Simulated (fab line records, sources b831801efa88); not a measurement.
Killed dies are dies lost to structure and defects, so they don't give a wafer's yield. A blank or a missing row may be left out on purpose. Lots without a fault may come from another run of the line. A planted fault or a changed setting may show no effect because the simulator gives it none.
fab line records | flow sky130
record lots=5 wafers=15 last_day=50
route steps=708 shown LDD_P@259 LDD_HVN@267 LDD_HVP@278 LDD_LDN@289
lots that met no fault: from a run of the same line without faults
start_h: hours from the record's first day to the start of the lot's first wafer shown | wait_h: hours since the lot's step before | " the same as in the row above | L1.1+2: a row that stands for several wafers | - no value, or no start given | * or withheld: withheld | < > ~ a bound
route shown NAME@n: a module of which the file shows steps, and the number in the route of the first | usual: mean/standard deviation of fault-free wafers | same: alike in all rows | chamber/n: place in a boat | sites: the reading at each site | _std_site: their standard deviation | _edge_site: outer sites' mean less inner sites' | radius_mm: how far each site lies from the wafer's centre | mask NAME#n: copy n | behind: the tool/chamber that last shaped the wafer | hold: why the lot was held/for how many hours/how that ended | device: the transistor (n, p or np) that didn't switch | end of line: the same wafers' tests at the end of the route | a step without rows: its recipe alone | killed: dies lost to structure and defects at the first sort, not the wafer's yield | map: a wafer's dies, x killed, . not, _ none there
set.NAME: the setting as run; set.NAME@STEP: as run at that earlier step | model.NAME: the simulator's own value behind a step, which no gauge read
lots at some steps of the route; a table a step, a row a wafer
services: from which hour (start_h, from the record's first day; less than 0 if before it) a tool's chamber was out of use, for how many hours, and why
## steps
# step SKY_LDD_P_EXPOSE_04
# recipe mask_id=PSDM na=0.6 source_shape=conventional sigma_outer=0.6 polarization=unpolarized target_cd_nm=380 dose_mj=138
# usual exposure_dose_mJ_cm2=137.90/0.11
# columns lot.wafer tool chamber start_h wait_h mask exposure_dose_mJ_cm2
L084.2 iline_stepper-02 0 - - PSDM#0 137.77
L084.3 " 0 " " PSDM#0 137.87
L084.5 " 0 " " PSDM#0 137.71
L086.1 iline_stepper-02 0 - - PSDM#0 137.88
L086.2 " 0 " " PSDM#0 137.74
L086.3 " 0 " " PSDM#0 137.76
L089.1 iline_stepper-01 0 - - PSDM#0 138.03
L089.4 " 0 " " PSDM#0 138.01
L089.6 " 0 " " PSDM#0 137.75
L092.1 iline_stepper-01 0 - - PSDM#0 138.06
L092.2 " 0 " " PSDM#0 137.93
L092.4 " 0 " " PSDM#0 137.91
L094.1 iline_stepper-02 0 - - PSDM#0 137.92
L094.2 " 0 " " PSDM#0 137.95
L094.5 " 0 " " PSDM#0 137.84
# step SKY_LDD_P_PEB_05
# recipe temp_c=withheld time_s=* resist=NOVOLAK
# usual resist_line_temp_C=*
# columns lot.wafer tool chamber start_h wait_h resist_line_temp_C
L084.2 litho_track-01 0 - - *
L084.3 " 0 " " *
L084.5 " 0 " " *
L086.1 litho_track-01 0 - - *
L086.2 " 0 " " *
L086.3 " 0 " " *
L089.1 litho_track-04 0 - - *
L089.4 " 0 " " *
L089.6 " 0 " " *
L092.1 litho_track-04 0 - - *
L092.2 " 0 " " *
L092.4 " 0 " " *
L094.1 litho_track-03 0 - - *
L094.2 " 0 " " *
L094.5 " 0 " " *
# step SKY_LDD_P_DEVELOP_06
# recipe resist=NOVOLAK developer=TMAH develop_time_s=60 dev_temp_c=23
# usual developer_temp_C=22.99/0.11 resist_line_temp_C=22.98/0.11
# same develop_time_s=60
# columns lot.wafer tool chamber start_h wait_h developer_temp_C resist_line_temp_C
L084.2 litho_track-01 0 529.31 0.1 23.10 23.11
L084.3 " 0 " " 23.03 23.11
L084.5 " 0 " " 23.17 22.95
L086.1 litho_track-01 0 543.73 0.1 22.99 23.08
L086.2 " 0 " " 22.92 23.05
L086.3 " 0 " " 22.95 23.08
L089.1 litho_track-04 0 577.60 0.1 22.99 22.90
L089.4 " 0 " " 23.07 23.14
L089.6 " 0 " " 22.99 23.12
L092.1 litho_track-04 0 599.30 0.1 22.91 23.18
L092.2 " 0 " " 22.77 23.13
L092.4 " 0 " " 22.89 23.16
L094.1 litho_track-03 0 608.62 0.1 22.99 22.94
L094.2 " 0 " " 22.96 22.85
L094.5 " 0 " " 22.94 22.98
# step SKY_LDD_P_CD_MEAS_07
# recipe target_cd_nm=380
# usual cd_nm=379.1/2.2
# columns lot.wafer tool chamber start_h wait_h cd_nm
L084.2 cd_sem-02 - 529.45 0.1 379.4
L084.3 " - " " 379.6
L084.5 " - " " 382.8
L086.1 cd_sem-01 - 543.88 0.1 380.0
L086.2 " - " " 379.4
L086.3 " - " " 378.6
L089.1 cd_sem-01 - 577.75 0.1 377.4
L089.4 " - " " 376.3
L089.6 " - " " 378.3
L092.1 cd_sem-02 - 599.45 0.1 376.0
L092.2 " - " " 374.8
L092.4 " - " " 376.0
L094.1 cd_sem-02 - 608.77 0.1 381.9
L094.2 " - " " 382.4
L094.5 " - " " 383.7
# step SKY_LDD_P_OVL_MEAS_08
# usual LDD_P_OVL=1.1/1.2
# columns lot.wafer tool chamber start_h wait_h LDD_P_OVL[nm]
L084.2 overlay-01 - 529.56 0.1 -0.2
L084.3 " - " " 1.0
L084.5 " - " " 0.2
L086.1 overlay-02 - 544.00 0.1 1.5
L086.2 " - " " 0.8
L086.3 " - " " 0.4
L089.1 overlay-02 - 577.87 0.1 3.8
L089.4 " - " " 2.3
L089.6 " - " " 2.3
L092.1 overlay-01 - 599.57 0.1 2.0
L092.2 " - " " 3.4
L092.4 " - " " 0.9
L094.1 overlay-02 - 608.89 0.1 1.6
L094.2 " - " " -0.3
L094.5 " - " " 1.9
# step SKY_LDD_P_IMPLANT_09
# recipe species=BF2 energy_kev=25 dose_cm2=1e+13 tilt_deg=withheld
# columns lot.wafer tool chamber start_h wait_h
L084.2+3+5 implanter-01 0 529.62 0.0
L086.1+2+3 implanter-04 0 544.04 0.0
L089.1+4+6 implanter-03 0 577.90 0.0
L092.1+2+4 implanter-01 0 599.60 0.0
L094.1+2+5 implanter-03 0 608.92 0.0
# step SKY_LDD_P_STRIP_10
# recipe chemistry=O2/N2 power_w=1400 pressure_mtorr=1500 platen_temp_c=withheld o2_flow_sccm=3000 n2_flow_sccm=300 overash_fraction=0.5
# usual drypump_motor_current_A=5.6/0.57 oes_product_au=0.716/0.0046 strip_time_to_endpoint_s=14.17/0.043
# columns lot.wafer tool chamber start_h wait_h drypump_motor_current_A oes_product_au rf_hours_counter_h strip_time_to_endpoint_s
L084.2 plasma_asher-02 1 529.74 0.1 4.9 0.717 80 14.19
L084.3 " 1 " " 4.9 0.718 - 14.24
L084.5 " 0 " " 5.2 0.717 - 14.18
L086.1 plasma_asher-02 1 544.19 0.1 5.0 0.719 81 14.16
L086.2 " 0 " " 5.2 0.719 81 14.16
L086.3 " 0 " " 5.2 0.717 - 14.15
L089.1 plasma_asher-04 1 578.05 0.1 4.8 0.722 16 14.18
L089.4 " 0 " " 6.3 0.713 - 14.17
L089.6 " 0 " " 6.3 0.710 - 14.17
L092.1 plasma_asher-03 0 599.75 0.1 5.7 0.713 79 14.20
L092.2 " 1 " " 6.2 0.716 79 14.21
L092.4 " 1 " " 6.1 0.722 - 14.19
L094.1 plasma_asher-04 0 609.07 0.1 6.4 0.719 19 14.16
L094.2 " 1 " " 4.9 0.711 19 14.14
L094.5 " 1 " " 4.8 0.714 - 14.17
# step SKY_LDD_P_TW_MEAS_11
# usual LDD_P_TW=639/6.9
# columns lot.wafer tool chamber start_h wait_h LDD_P_TW
L084.2 film_metro-03 - 529.85 0.1 627
L084.3 " - " " 628
L084.5 " - " " 628
L086.1 film_metro-03 - 544.29 0.1 628
L086.2 " - " " 631
L086.3 " - " " 628
L089.1 film_metro-03 - 578.15 0.1 634
L089.4 " - " " 635
L089.6 " - " " 634
L092.1 film_metro-01 - 599.85 0.1 643
L092.2 " - " " 644
L092.4 " - " " 645
L094.1 film_metro-03 - 609.17 0.1 636
L094.2 " - " " 639
L094.5 " - " " 636
# step SKY_LDD_HVN_DEHYDRATE_00
# recipe temp_c=200 time_s=60
# usual heater_power_total_W=160.38/0.13 resist_line_temp_C=23.00/0.091
# columns lot.wafer tool chamber start_h wait_h heater_power_total_W resist_line_temp_C
L084.2 litho_track-04 0 546.27 16.4 160.42 23.06
L084.3 " 0 " " 160.42 23.15
L084.5 " 0 " " 160.54 23.11
L086.1 litho_track-02 0 557.99 13.7 160.40 22.99
L086.2 " 0 " " 160.59 23.07
L086.3 " 0 " " 160.44 23.08
L089.1 litho_track-02 0 590.94 12.8 160.34 22.93
L089.4 " 0 " " 160.17 22.94
L089.6 " 0 " " 160.15 22.94
L092.1 litho_track-04 0 613.80 13.9 160.25 22.88
L092.2 " 0 " " 160.32 22.89
L092.4 " 0 " " 160.45 23.07
L094.1 litho_track-02 0 621.94 12.8 160.48 22.92
L094.2 " 0 " " 160.14 22.88
L094.5 " 0 " " 160.28 22.85
# step SKY_LDD_HVN_HMDS_01
# recipe prime_time_s=60 prime_temp_c=120
# usual resist_line_temp_C=22.97/0.11
# columns lot.wafer tool chamber start_h wait_h resist_line_temp_C
L084.2 litho_track-04 0 546.42 0.1 22.97
L084.3 " 0 " " 22.98
L084.5 " 0 " " 22.86
L086.1 litho_track-02 0 558.14 0.1 23.03
L086.2 " 0 " " 22.97
L086.3 " 0 " " 22.93
L089.1 litho_track-02 0 591.09 0.1 23.14
L089.4 " 0 " " 22.96
L089.6 " 0 " " 23.08
L092.1 litho_track-04 0 613.95 0.1 22.84
L092.2 " 0 " " 22.90
L092.4 " 0 " " 22.97
L094.1 litho_track-02 0 622.09 0.1 22.92
L094.2 " 0 " " 22.76
L094.5 " 0 " " 22.75
# step SKY_LDD_HVN_COAT_02
# recipe resist=NOVOLAK spin_rpm=3000 resist_thk_nm=300
# usual resist_line_temp_C=22.99/0.1
# columns lot.wafer tool chamber start_h wait_h resist_line_temp_C
L084.2 litho_track-04 0 546.57 0.1 22.77
L084.3 " 0 " " 23.13
L084.5 " 0 " " 22.98
L086.1 litho_track-02 0 558.29 0.1 22.90
L086.2 " 0 " " 23.20
L086.3 " 0 " " 22.91
L089.1 litho_track-02 0 591.24 0.1 22.90
L089.4 " 0 " " 22.78
L089.6 " 0 " " 22.98
L092.1 litho_track-04 0 614.10 0.1 22.99
L092.2 " 0 " " 23.10
L092.4 " 0 " " 23.14
L094.1 litho_track-02 0 622.24 0.1 22.91
L094.2 " 0 " " 23.11
L094.5 " 0 " " 22.99
# step SKY_LDD_HVN_SOFTBAKE_03
# recipe temp_c=90 time_s=60 resist=NOVOLAK
# usual heater_power_total_W=56.60/0.047 resist_line_temp_C=23.02/0.098
# columns lot.wafer tool chamber start_h wait_h heater_power_total_W resist_line_temp_C
L084.2 litho_track-04 0 546.72 0.1 56.61 23.15
L084.3 " 0 " " 56.53 23.06
L084.5 " 0 " " 56.64 23.04
L086.1 litho_track-02 0 558.44 0.1 56.52 23.08
L086.2 " 0 " " 56.56 23.02
L086.3 " 0 " " 56.63 23.00
L089.1 litho_track-02 0 591.39 0.1 56.63 23.04
L089.4 " 0 " " 56.56 22.95
L089.6 " 0 " " 56.60 23.02
L092.1 litho_track-04 0 614.25 0.1 56.57 23.03
L092.2 " 0 " " 56.65 22.92
L092.4 " 0 " " 56.64 23.03
L094.1 litho_track-02 0 622.39 0.1 56.62 23.11
L094.2 " 0 " " 56.57 23.12
L094.5 " 0 " " 56.59 23.14
# step SKY_LDD_HVN_EXPOSE_04
# recipe mask_id=HVNTM na=0.6 source_shape=conventional sigma_outer=0.6 polarization=unpolarized target_cd_nm=700 dose_mj=127
# usual exposure_dose_mJ_cm2=126.99/0.1
# columns lot.wafer tool chamber start_h wait_h mask exposure_dose_mJ_cm2
L084.2 iline_stepper-02 0 - - HVNTM#0 126.98
L084.3 " 0 " " HVNTM#0 127.01
L084.5 " 0 " " HVNTM#0 127.08
L086.1 iline_stepper-02 0 - - HVNTM#0 126.90
L086.2 " 0 " " HVNTM#0 126.99
L086.3 " 0 " " HVNTM#0 126.93
L089.1 iline_stepper-01 0 - - HVNTM#0 127.09
L089.4 " 0 " " HVNTM#0 127.07
L089.6 " 0 " " HVNTM#0 127.07
L092.1 iline_stepper-01 0 - - HVNTM#0 127.01
L092.2 " 0 " " HVNTM#0 127.12
L092.4 " 0 " " HVNTM#0 127.04
L094.1 iline_stepper-01 0 - - HVNTM#0 126.81
L094.2 " 0 " " HVNTM#0 126.98
L094.5 " 0 " " HVNTM#0 126.88
# step SKY_LDD_HVN_PEB_05
# recipe temp_c=withheld time_s=* resist=NOVOLAK
# usual resist_line_temp_C=*
# columns lot.wafer tool chamber start_h wait_h resist_line_temp_C
L084.2 litho_track-04 0 - - *
L084.3 " 0 " " *
L084.5 " 0 " " *
L086.1 litho_track-04 0 - - *
L086.2 " 0 " " *
L086.3 " 0 " " *
L089.1 litho_track-03 0 - - *
L089.4 " 0 " " *
L089.6 " 0 " " *
L092.1 litho_track-03 0 - - *
L092.2 " 0 " " *
L092.4 " 0 " " *
L094.1 litho_track-03 0 - - *
L094.2 " 0 " " *
L094.5 " 0 " " *
# step SKY_LDD_HVN_DEVELOP_06
# recipe resist=NOVOLAK developer=TMAH develop_time_s=60 dev_temp_c=23
# usual developer_temp_C=23.00/0.12 resist_line_temp_C=22.98/0.11
# same develop_time_s=60
# columns lot.wafer tool chamber start_h wait_h developer_temp_C resist_line_temp_C
L084.2 litho_track-04 0 560.62 0.1 22.97 23.09
L084.3 " 0 " " 23.00 22.97
L084.5 " 0 " " 23.02 23.04
L086.1 litho_track-04 0 573.75 0.1 22.94 22.86
L086.2 " 0 " " 22.97 22.98
L086.3 " 0 " " 23.01 22.92
L089.1 litho_track-03 0 606.72 0.1 23.13 22.91
L089.4 " 0 " " 23.10 23.17
L089.6 " 0 " " 23.14 22.79
L092.1 litho_track-03 0 628.82 0.1 23.20 22.97
L092.2 " 0 " " 23.07 23.03
L092.4 " 0 " " 22.97 22.98
L094.1 litho_track-03 0 637.57 0.1 23.05 23.18
L094.2 " 0 " " 23.11 22.78
L094.5 " 0 " " 23.02 23.02
# step SKY_LDD_HVN_OVL_MEAS_07
# usual LDD_HVN_OVL=-0.1/1.4
# columns lot.wafer tool chamber start_h wait_h LDD_HVN_OVL[nm]
L084.2 overlay-01 - 560.75 0.1 0.3
L084.3 " - " " 0.2
L084.5 " - " " 0.6
L086.1 overlay-01 - 573.90 0.1 1.0
L086.2 " - " " 2.1
L086.3 " - " " 0.5
L089.1 overlay-01 - 606.87 0.1 -2.7
L089.4 " - " " 0.7
L089.6 " - " " -0.1
L092.1 overlay-02 - 628.97 0.1 -2.5
L092.2 " - " " -0.9
L092.4 " - " " -3.3
L094.1 overlay-01 - 637.72 0.1 -1.0
L094.2 " - " " -1.9
L094.5 " - " " 1.5
# step SKY_LDD_HVN_IMPLANT_08
# recipe species=P energy_kev=60 dose_cm2=3e+13 tilt_deg=40
# columns lot.wafer tool chamber start_h wait_h
L084.2+3+5 implanter-04 0 560.81 0.0
L086.1+2+3 implanter-02 0 573.93 0.0
L089.1+4+6 implanter-02 0 606.90 0.0
L092.1+2+4 implanter-04 0 629.00 0.0
L094.1+2+5 implanter-03 0 637.75 0.0
# step SKY_LDD_HVN_STRIP_09
# recipe chemistry=O2/N2 power_w=1400 pressure_mtorr=1500 platen_temp_c=withheld o2_flow_sccm=3000 n2_flow_sccm=300 overash_fraction=0.5
# usual drypump_motor_current_A=5.7/0.48 oes_product_au=0.408/0.0041 strip_time_to_endpoint_s=4.134/0.017
# columns lot.wafer tool chamber start_h wait_h drypump_motor_current_A oes_product_au rf_hours_counter_h strip_time_to_endpoint_s
L084.2 plasma_asher-03 1 560.93 0.1 6.2 0.415 75 4.164
L084.3 " 1 " " 6.2 0.406 - 4.169
L084.5 " 0 " " 5.7 0.408 - 4.151
L086.1 plasma_asher-01 0 574.08 0.1 5.8 0.410 40 4.155
L086.2 " 1 " " 5.6 0.415 40 4.157
L086.3 " 0 " " 5.8 0.409 - 4.149
L089.1 plasma_asher-03 0 607.05 0.1 5.7 0.410 79 4.145
L089.4 " 1 " " 6.2 0.407 - 4.144
L089.6 " 1 " " 6.2 0.400 - 4.145
L092.1 plasma_asher-03 1 629.15 0.1 6.2 0.411 81 4.135
L092.2 " 0 " " 5.7 0.415 81 4.135
L092.4 " 0 " " 5.7 0.398 - 4.143
L094.1 plasma_asher-03 0 637.90 0.1 5.7 0.406 82 4.117
L094.2 " 1 " " 6.2 0.408 82 4.117
L094.5 " 0 " " 5.7 0.403 - 4.116
# step SKY_LDD_HVN_TW_MEAS_10
# usual LDD_HVN_TW=1436/12
# columns lot.wafer tool chamber start_h wait_h LDD_HVN_TW
L084.2 film_metro-02 - 561.04 0.1 1414
L084.3 " - " " 1429
L084.5 " - " " 1417
L086.1 film_metro-03 - 574.18 0.1 1429
L086.2 " - " " 1432
L086.3 " - " " 1427
L089.1 film_metro-03 - 607.15 0.1 1448
L089.4 " - " " 1440
L089.6 " - " " 1440
L092.1 film_metro-01 - 629.25 0.1 1451
L092.2 " - " " 1455
L092.4 " - " " 1451
L094.1 film_metro-03 - 638.00 0.1 1433
L094.2 " - " " 1440
L094.5 " - " " 1444
# step SKY_LDD_HVP_DEHYDRATE_00
# recipe temp_c=200 time_s=60
# usual heater_power_total_W=160.40/0.12 resist_line_temp_C=23.00/0.12
# columns lot.wafer tool chamber start_h wait_h heater_power_total_W resist_line_temp_C
L084.2 litho_track-01 0 576.01 15.0 160.35 23.10
L084.3 " 0 " " 160.48 23.00
L084.5 " 0 " " 160.36 22.99
L086.1 litho_track-01 0 587.08 12.9 160.36 23.11
L086.2 " 0 " " 160.41 23.01
L086.3 " 0 " " 160.40 23.00
L089.1 litho_track-01 0 619.93 12.8 160.60 22.92
L089.4 " 0 " " 160.34 22.84
L089.6 " 0 " " 160.47 23.02
L092.1 litho_track-02 0 643.04 13.8 160.26 23.14
L092.2 " 0 " " 160.57 22.97
L092.4 " 0 " " 160.42 23.01
L094.1 litho_track-04 0 650.85 12.8 160.42 22.86
L094.2 " 0 " " 160.46 22.87
L094.5 " 0 " " 160.31 22.90
# step SKY_LDD_HVP_HMDS_01
# recipe prime_time_s=60 prime_temp_c=120
# usual resist_line_temp_C=23.01/0.1
# columns lot.wafer tool chamber start_h wait_h resist_line_temp_C
L084.2 litho_track-01 0 576.16 0.1 22.97
L084.3 " 0 " " 22.89
L084.5 " 0 " " 22.95
L086.1 litho_track-01 0 587.23 0.1 22.96
L086.2 " 0 " " 23.05
L086.3 " 0 " " 23.04
L089.1 litho_track-01 0 620.08 0.1 23.16
L089.4 " 0 " " 23.13
L089.6 " 0 " " 23.10
L092.1 litho_track-02 0 643.19 0.1 23.20
L092.2 " 0 " " 23.14
L092.4 " 0 " " 23.15
L094.1 litho_track-04 0 651.00 0.1 22.83
L094.2 " 0 " " 23.20
L094.5 " 0 " " 23.03
# step SKY_LDD_HVP_COAT_02
# recipe resist=NOVOLAK spin_rpm=3000 resist_thk_nm=300
# usual resist_line_temp_C=23.00/0.095
# columns lot.wafer tool chamber start_h wait_h resist_line_temp_C
L084.2 litho_track-01 0 576.31 0.1 23.06
L084.3 " 0 " " 23.13
L084.5 " 0 " " 23.16
L086.1 litho_track-01 0 587.38 0.1 22.98
L086.2 " 0 " " 23.05
L086.3 " 0 " " 22.92
L089.1 litho_track-01 0 620.23 0.1 22.92
L089.4 " 0 " " 23.07
L089.6 " 0 " " 22.95
L092.1 litho_track-02 0 643.34 0.1 23.08
L092.2 " 0 " " 22.98
L092.4 " 0 " " 22.92
L094.1 litho_track-04 0 651.15 0.1 23.01
L094.2 " 0 " " 22.95
L094.5 " 0 " " 23.01
# step SKY_LDD_HVP_SOFTBAKE_03
# recipe temp_c=90 time_s=60 resist=NOVOLAK
# usual heater_power_total_W=56.60/0.047 resist_line_temp_C=23.01/0.11
# columns lot.wafer tool chamber start_h wait_h heater_power_total_W resist_line_temp_C
L084.2 litho_track-01 0 576.46 0.1 56.63 23.05
L084.3 " 0 " " 56.66 23.05
L084.5 " 0 " " 56.62 23.05
L086.1 litho_track-01 0 587.53 0.1 56.59 23.02
L086.2 " 0 " " 56.65 23.02
L086.3 " 0 " " 56.60 23.04
L089.1 litho_track-01 0 620.38 0.1 56.56 22.93
L089.4 " 0 " " 56.51 22.90
L089.6 " 0 " " 56.64 23.13
L092.1 litho_track-02 0 643.49 0.1 56.57 23.02
L092.2 " 0 " " 56.62 23.10
L092.4 " 0 " " 56.63 23.07
L094.1 litho_track-04 0 651.30 0.1 56.54 23.25
L094.2 " 0 " " 56.57 23.20
L094.5 " 0 " " 56.67 23.19
# step SKY_LDD_HVP_EXPOSE_04
# recipe mask_id=HVPTM na=0.6 source_shape=conventional sigma_outer=0.6 polarization=unpolarized target_cd_nm=700 dose_mj=86
# usual exposure_dose_mJ_cm2=86.01/0.081
# columns lot.wafer tool chamber start_h wait_h mask exposure_dose_mJ_cm2
L084.2 iline_stepper-02 0 - - HVPTM#0 86.11
L084.3 " 0 " " HVPTM#0 86.16
L084.5 " 0 " " HVPTM#0 85.88
L086.1 iline_stepper-01 0 - - HVPTM#0 86.08
L086.2 " 0 " " HVPTM#0 86.05
L086.3 " 0 " " HVPTM#0 86.03
L089.1 iline_stepper-01 0 - - HVPTM#0 86.01
L089.4 " 0 " " HVPTM#0 86.00
L089.6 " 0 " " HVPTM#0 85.86
L092.1 iline_stepper-01 0 - - HVPTM#0 85.98
L092.2 " 0 " " HVPTM#0 86.04
L092.4 " 0 " " HVPTM#0 85.97
L094.1 iline_stepper-01 0 - - HVPTM#0 85.91
L094.2 " 0 " " HVPTM#0 85.94
L094.5 " 0 " " HVPTM#0 85.91
# step SKY_LDD_HVP_PEB_05
# recipe temp_c=withheld time_s=* resist=NOVOLAK
# usual resist_line_temp_C=*
# columns lot.wafer tool chamber start_h wait_h resist_line_temp_C
L084.2 litho_track-02 0 - - *
L084.3 " 0 " " *
L084.5 " 0 " " *
L086.1 litho_track-04 0 - - *
L086.2 " 0 " " *
L086.3 " 0 " " *
L089.1 litho_track-04 0 - - *
L089.4 " 0 " " *
L089.6 " 0 " " *
L092.1 litho_track-01 0 - - *
L092.2 " 0 " " *
L092.4 " 0 " " *
L094.1 litho_track-04 0 - - *
L094.2 " 0 " " *
L094.5 " 0 " " *
# step SKY_LDD_HVP_DEVELOP_06
# recipe resist=NOVOLAK developer=TMAH develop_time_s=60 dev_temp_c=23
# usual developer_temp_C=23.01/0.095 resist_line_temp_C=23.01/0.1
# same develop_time_s=60
# columns lot.wafer tool chamber start_h wait_h developer_temp_C resist_line_temp_C
L084.2 litho_track-02 0 589.87 0.1 23.01 23.18
L084.3 " 0 " " 23.05 23.03
L084.5 " 0 " " 23.04 23.12
L086.1 litho_track-04 0 601.95 0.1 22.93 22.88
L086.2 " 0 " " 22.86 22.98
L086.3 " 0 " " 22.95 22.83
L089.1 litho_track-04 0 635.25 0.1 22.90 22.95
L089.4 " 0 " " 22.82 23.00
L089.6 " 0 " " 22.93 23.04
L092.1 litho_track-01 0 657.28 0.1 23.08 23.19
L092.2 " 0 " " 23.11 23.09
L092.4 " 0 " " 22.94 23.09
L094.1 litho_track-04 0 666.20 0.1 22.95 23.01
L094.2 " 0 " " 22.88 22.96
L094.5 " 0 " " 23.03 22.77
# step SKY_LDD_HVP_OVL_MEAS_07
# usual LDD_HVP_OVL=-0.2/1.2
# columns lot.wafer tool chamber start_h wait_h LDD_HVP_OVL[nm]
L084.2 overlay-01 - 590.00 0.1 -1.4
L084.3 " - " " -0.3
L084.5 " - " " -1.1
L086.1 overlay-02 - 602.10 0.1 -0.9
L086.2 " - " " -1.4
L086.3 " - " " -2.8
L089.1 overlay-01 - 635.40 0.1 -1.8
L089.4 " - " " -1.6
L089.6 " - " " -2.0
L092.1 overlay-01 - 657.43 0.1 -1.0
L092.2 " - " " -0.7
L092.4 " - " " -1.9
L094.1 overlay-02 - 666.35 0.1 -0.1
L094.2 " - " " 0.0
L094.5 " - " " 0.8
# step SKY_LDD_HVP_IMPLANT_08
# recipe species=B energy_kev=20 dose_cm2=1.7e+13 tilt_deg=17.9
# columns lot.wafer tool chamber start_h wait_h
L084.2+3+5 implanter-04 0 590.05 0.0
L086.1+2+3 implanter-04 0 602.13 0.0
L089.1+4+6 implanter-01 0 635.43 0.0
L092.1+2+4 implanter-02 0 657.47 0.0
L094.1+2+5 implanter-04 0 666.38 0.0
# step SKY_LDD_HVP_STRIP_09
# recipe chemistry=O2/N2 power_w=1400 pressure_mtorr=1500 platen_temp_c=withheld o2_flow_sccm=3000 n2_flow_sccm=300 overash_fraction=0.5
# usual drypump_motor_current_A=5.7/0.39 oes_product_au=0.408/0.0051 strip_time_to_endpoint_s=4.131/0.016
# columns lot.wafer tool chamber start_h wait_h drypump_motor_current_A oes_product_au rf_hours_counter_h strip_time_to_endpoint_s
L084.2 plasma_asher-01 1 590.18 0.1 5.6 0.402 42 4.138
L084.3 " 1 " " 5.6 0.412 - 4.138
L084.5 " 0 " " 5.8 0.399 - 4.127
L086.1 plasma_asher-02 0 602.28 0.1 5.2 0.408 87 4.121
L086.2 " 1 " " 5.0 0.408 87 4.150
L086.3 " 0 " " 5.2 0.417 - 4.123
L089.1 plasma_asher-02 0 635.58 0.1 5.2 0.405 91 4.134
L089.4 " 1 " " 4.9 0.417 - 4.130
L089.6 " 1 " " 4.9 0.408 - 4.127
L092.1 plasma_asher-02 1 657.62 0.1 4.9 0.399 93 4.114
L092.2 " 0 " " 5.2 0.399 93 4.135
L092.4 " 1 " " 4.9 0.409 - 4.138
L094.1 plasma_asher-03 0 666.53 0.1 5.7 0.416 85 4.161
L094.2 " 1 " " 6.2 0.410 85 4.131
L094.5 " 1 " " 6.2 0.409 - 4.135
# step SKY_LDD_HVP_TW_MEAS_10
# usual LDD_HVP_TW=458/5
# columns lot.wafer tool chamber start_h wait_h LDD_HVP_TW
L084.2 film_metro-02 - 590.29 0.1 452
L084.3 " - " " 452
L084.5 " - " " 454
L086.1 film_metro-02 - 602.38 0.1 452
L086.2 " - " " 452
L086.3 " - " " 455
L089.1 film_metro-02 - 635.68 0.1 453
L089.4 " - " " 454
L089.6 " - " " 454
L092.1 film_metro-01 - 657.72 0.1 463
L092.2 " - " " 463
L092.4 " - " " 459
L094.1 film_metro-04 - 666.63 0.1 462
L094.2 " - " " 463
L094.5 " - " " 463
# step SKY_LDD_LDN_DEHYDRATE_00
# recipe temp_c=200 time_s=60
# usual heater_power_total_W=160.35/0.12 resist_line_temp_C=22.99/0.1
# columns lot.wafer tool chamber start_h wait_h heater_power_total_W resist_line_temp_C
L084.2 litho_track-03 0 604.74 14.4 160.33 23.14
L084.3 " 0 " " 160.37 22.97
L084.5 " 0 " " 160.33 23.05
L086.1 litho_track-03 0 615.57 13.2 160.62 23.07
L086.2 " 0 " " 160.40 23.14
L086.3 " 0 " " 160.38 23.11
L089.1 litho_track-03 0 648.97 13.3 160.32 22.96
L089.4 " 0 " " 160.38 22.99
L089.6 " 0 " " 160.28 22.88
L092.1 litho_track-02 0 671.99 14.3 160.50 22.98
L092.2 " 0 " " 160.38 22.81
L092.4 " 0 " " 160.50 23.12
L094.1 litho_track-02 0 679.04 12.4 160.54 22.72
L094.2 " 0 " " 160.16 22.79
L094.5 " 0 " " 160.48 22.84
# step SKY_LDD_LDN_HMDS_01
# recipe prime_time_s=60 prime_temp_c=120
# usual resist_line_temp_C=23.02/0.12
# columns lot.wafer tool chamber start_h wait_h resist_line_temp_C
L084.2 litho_track-03 0 604.89 0.1 23.10
L084.3 " 0 " " 23.07
L084.5 " 0 " " 23.00
L086.1 litho_track-03 0 615.72 0.1 22.93
L086.2 " 0 " " 22.86
L086.3 " 0 " " 22.77
L089.1 litho_track-03 0 649.12 0.1 22.94
L089.4 " 0 " " 22.83
L089.6 " 0 " " 22.97
L092.1 litho_track-02 0 672.14 0.1 22.94
L092.2 " 0 " " 22.96
L092.4 " 0 " " 22.94
L094.1 litho_track-02 0 679.19 0.1 22.93
L094.2 " 0 " " 23.18
L094.5 " 0 " " 23.15
# step SKY_LDD_LDN_COAT_02
# recipe resist=NOVOLAK spin_rpm=3000 resist_thk_nm=1140
# usual resist_line_temp_C=22.99/0.12
# columns lot.wafer tool chamber start_h wait_h resist_line_temp_C
L084.2 litho_track-03 0 605.04 0.1 22.91
L084.3 " 0 " " 22.98
L084.5 " 0 " " 22.91
L086.1 litho_track-03 0 615.87 0.1 22.89
L086.2 " 0 " " 22.99
L086.3 " 0 " " 22.87
L089.1 litho_track-03 0 649.27 0.1 23.02
L089.4 " 0 " " 23.03
L089.6 " 0 " " 22.95
L092.1 litho_track-02 0 672.29 0.1 22.96
L092.2 " 0 " " 23.02
L092.4 " 0 " " 22.76
L094.1 litho_track-02 0 679.34 0.1 22.93
L094.2 " 0 " " 22.94
L094.5 " 0 " " 22.94
## services
# columns tool chamber start_h hours kind
implanter-02 - 496.54 5.2 repair
iline_stepper-02 0 506.80 - calibration
implanter-04 - 519.72 4.4 repair
implanter-04 - 568.34 17.0 repair
iline_stepper-01 0 571.58 - calibration
iline_stepper-01 - 577.11 1.7 pm
plasma_asher-03 - 611.88 1.6 repair
plasma_asher-04 - 624.97 0.8 repair
implanter-03 - 630.50 4.9 pm
implanter-01 - 646.26 5.2 pm
iline_stepper-02 - 652.18 1.7 pm
implanter-01 - 652.51 121.9 pm
implanter-04 - 656.56 1.0 repair
implanter-03 - 667.47 2.2 repair
implanter-02 - 675.57 13.3 pm
## key
fault none
